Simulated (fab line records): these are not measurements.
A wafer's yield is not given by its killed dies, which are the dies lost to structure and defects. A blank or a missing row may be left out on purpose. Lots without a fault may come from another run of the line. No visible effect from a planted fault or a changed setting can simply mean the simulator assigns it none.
Chamber matching | flow gf180mcu | rie_diel-03 running GF_V5_ETCH_16: 4 sister chambers
The step etches BARC in N2/H2. 8 wafers are shown with their chamber, then 7 later ones without.

== WAFERS PAIRED WITH THEIR CHAMBERS ==
wafer  | chamber | drypump_motor_current_A (A) | oes_product_au (a.u.)
L074.6 | 1       | 6.1                         | 0.853
L078.2 | 1       | 6.1                         | 0.851
L081.2 | 2       | 5.8                         | 0.853
L081.4 | 3       | 6.2                         | 0.860
L083.5 | 2       | 5.9                         | 0.855
L083.6 | 3       | 6.2                         | 0.865
L086.1 | 0       | 4.9                         | 0.856
L086.4 | 0       | 4.9                         | 0.856

== WAFERS MISSING THEIR CHAMBER ==
wafer  | drypump_motor_current_A (A) | oes_product_au (a.u.)
L086.5 | 5.8                         | 0.858
L094.1 | 6.1                         | 0.859
L094.2 | 6.2                         | 0.849
L094.6 | 6.2                         | 0.850
L096.1 | 6.2                         | 0.858
L096.3 | 6.1                         | 0.849
L096.5 | 6.3                         | 0.851

== WHICH CHAMBER EACH ONE RAN IN ==
wafer  | from the rows above     | in truth
L086.5 | 2                       | 2
L094.1 | can't be placed: 3 or 1 | 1
L094.2 | 1                       | 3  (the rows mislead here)
L094.6 | 1                       | 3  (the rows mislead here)
L096.1 | can't be placed: 3 or 1 | 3
L096.3 | 1                       | 1
L096.5 | can't be placed: 1 or 3 | 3
Correctly placed: 2 of 7. These rows do not allow placing 3 (true chamber among the candidates in 3). 2 placed wrongly.
How it was worked out, from the rows above alone: a wafer's distance from a chamber is the root of the sum, over the readings, of the square of ((its reading less the chamber's mean) divided by the reading's scatter). The wafer belongs to the nearest chamber; if the next one is less than 2 further off, it can't be placed. A chamber's mean is the mean of its shown wafers. The scatter: the root of (the sum of the squares of (reading less its chamber's mean) over the shown wafers, divided by (wafers less chambers)).
